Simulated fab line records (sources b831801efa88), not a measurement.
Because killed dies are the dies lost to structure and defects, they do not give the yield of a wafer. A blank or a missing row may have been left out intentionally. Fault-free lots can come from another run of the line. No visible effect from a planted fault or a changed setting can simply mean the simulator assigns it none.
Which tool is to blame? -- flow gf180mcu -- 15 lots (45 wafers sampled), 1 step of a 602-step route

## WHAT THE GAUGES SHOWED, per wafer
GF_V4_CD_MEAS_14: target cd 260 nm. Usual: cdNm 260.0 nm, standard deviation 1.1.
lot,measured,on,cdNm (nm),flag
L926,day 24 06:20,cdSem-01,259.1 258.5 258.6,
L927,day 24 18:53,cdSem-01,259.6 259.4 258.2,
L931,day 26 05:17,cdSem-01,257.4 258.5 257.7,
L932,day 26 08:56,cdSem-01,260.8 260.4 261.1,
L933,day 26 20:13,cdSem-01,260.0 260.3 259.1,
L935,day 27 14:59,cdSem-02,257.7 258.9 259.0,
L936,day 27 19:01,cdSem-01,260.5 260.5 260.0,
L937,day 28 01:51,cdSem-02,260.0 260.4 259.5,
L938,day 28 07:46,cdSem-01,260.4 262.0 260.9,
L939,day 28 17:23,cdSem-01,260.5 260.6 261.4,
L940,day 28 19:54,cdSem-01,260.1 261.2 260.9,
L943,day 29 17:02,cdSem-01,259.4 261.4 260.2,
L945,day 30 07:55,cdSem-02,258.9 258.3 259.3,
L946,day 30 11:38,cdSem-01,260.7 260.3 261.0,
L947,day 30 21:02,cdSem-01,258.5 258.8 258.8,

## EACH LOT AND THE TOOL THAT RAN IT (in order: tool; ch and the chambers of the sampled wafers; start)
Before these readings, the record contains no process step.

## AS READ BY THE TOOLS THEMSELVES (means over the sampled wafers that have a number; for cases with no such wafer, the mark the record gives instead)
The record holds no such reading with a usual standard deviation.

## THE ANSWER, worked out from the rows above alone
Rule: a lot is off if the mean of its wafers that have a number lies more than 3 standard deviations from the usual mean. Also off: a lot with no number at a reading for which 4 or more lots have one. Any other lot the step has rows for is counted as sound. Order of review: gauges by route order, followed by the tools' own readings, for which a lot's mean as printed above is used. At the first step where some lot is off, the reading lying furthest off is the one used; lots without a number count as furthest.
None of the lots is off at any reading shown; this tells nothing.

## WHAT THE SIMULATOR HAD PUT IN
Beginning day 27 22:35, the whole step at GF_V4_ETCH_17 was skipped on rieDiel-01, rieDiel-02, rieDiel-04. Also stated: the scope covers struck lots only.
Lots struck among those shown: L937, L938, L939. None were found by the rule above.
